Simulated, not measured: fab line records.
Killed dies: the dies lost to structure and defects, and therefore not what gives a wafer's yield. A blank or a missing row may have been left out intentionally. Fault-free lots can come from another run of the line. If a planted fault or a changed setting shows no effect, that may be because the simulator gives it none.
Split-lot experiment    flow sky130    on a route of 708 steps: 5 lots, 23 wafers read

## ON THE SPLIT
At SKY_SD_P_IMPLANT_09, the setting dose cm2 was moved away from the recipe's 3e+15 on 7 of the 23 wafers read, by -4.0% to +6.8%. This setting was run at the recipe's value on the other wafers.

## FROM THE SPLIT TO THE READING: what the file shows between them, 2 steps
- SKY_SD_P_STRIP_10: strips in O2/N2
- SKY_RES_XHIGH_DEHYDRATE_00: time 60 s

## THE READING
SD_P_RS, in ohm/sq, at SKY_SD_N_RS_MEAS_17 (measures by four-point-probe). Fault-free wafers of this fab line usually give 147.2 ohm/sq, standard deviation 0.42 ohm/sq.

wafer   tool, chamber at the split  dose cm2 as run  against the recipe  SD_P_RS, ohm/sq  against lot-mates on the recipe
L074.1  implanter-04, 0             3e+15            recipe              147.1            -
L074.4  implanter-04, 0             3e+15            recipe              146.9            -
L074.5  implanter-04, 0             3e+15            recipe              146.8            -
L078.1  implanter-04, 0             3.169e+15        +5.6%               146.6            -1.0
L078.2  implanter-04, 0             3.169e+15        +5.6%               146.0            -1.6
L078.3  implanter-04, 0             3e+15            recipe              147.6            -
L078.4  implanter-04, 0             3e+15            recipe              147.6            -
L078.5  implanter-04, 0             3.169e+15        +5.6%               146.2            -1.4
L075.1  implanter-04, 0             3e+15            recipe              146.9            -
L075.2  implanter-04, 0             3.205e+15        +6.8%               145.7            -1.2
L075.3  implanter-04, 0             3.205e+15        +6.8%               145.5            -1.4
L075.4  implanter-04, 0             3e+15            recipe              147.2            -
L075.5  implanter-04, 0             3e+15            recipe              146.5            -
L080.1  implanter-04, 0             3e+15            recipe              146.9            -
L080.2  implanter-04, 0             3e+15            recipe              147.1            -
L080.3  implanter-04, 0             3e+15            recipe              147.3            -
L080.5  implanter-04, 0             3e+15            recipe              147.3            -
L080.6  implanter-04, 0             3e+15            recipe              146.9            -
L084.1  implanter-02, 0             3e+15            recipe              147.4            -
L084.3  implanter-02, 0             3e+15            recipe              147.2            -
L084.4  implanter-02, 0             2.879e+15        -4.0%               147.3            +0.0
L084.5  implanter-02, 0             3e+15            recipe              147.2            -
L084.6  implanter-02, 0             2.879e+15        -4.0%               147.8            +0.5

FIT RESULTS
A straight line over all 23 wafers: SD_P_RS changes by -0.171 ohm/sq for each +1% of dose cm2; r = -0.86; the points scatter about the line by 0.31 ohm/sq.
The same after taking each lot's own level away (the mean of its wafers on the recipe; 23 wafers): -0.182 ohm/sq for each +1%; r = -0.91; scatter 0.25 ohm/sq.
On that fit, the largest move of dose cm2 shifts the reading by 1.2 ohm/sq.
The span of the lots' own levels, 146.87 to 147.60 ohm/sq, comes to 1.7 times the standard deviation stated above.
Consequently the slope shifts little with the lot-to-lot level, the two slopes agreeing.
Check: for one of the wafers moved furthest among these (+6.8%), held out of the fit, the line's prediction against its lot-mates is -1.37 ohm/sq. Against them it came out at -1.17 ohm/sq.

## THE OTHER SPLITS THESE WAFERS WENT THROUGH
Other splits were also applied to these wafers ahead of the reading. Each is held against what the fit with the lots' levels taken away leaves over:
other split on the same wafers  wafers away from the commonest value  r with SD_P_RS (lot level and that fit taken away)
SKY_SD_P_EXPOSE_04 dose mj      9                                     +0.26

## THE WHOLE CHAIN: every reading that the file lists as answering this split, in the file's order
step                 what it does                  reading                   change (the file's fit)               r (the file's)
SKY_SD_P_STRIP_10    strips in O2/N2               strip time to endpoint s  withheld for each +1% of the setting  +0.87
SKY_SD_N_RS_MEAS_17  measures by four-point-probe  SD_P_RS                   -0.187 for each +1% of the setting    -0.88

## FILE'S OWN FIT
SD_P_RS changes by -0.187 ohm/sq for each +1% of dose cm2, r = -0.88.
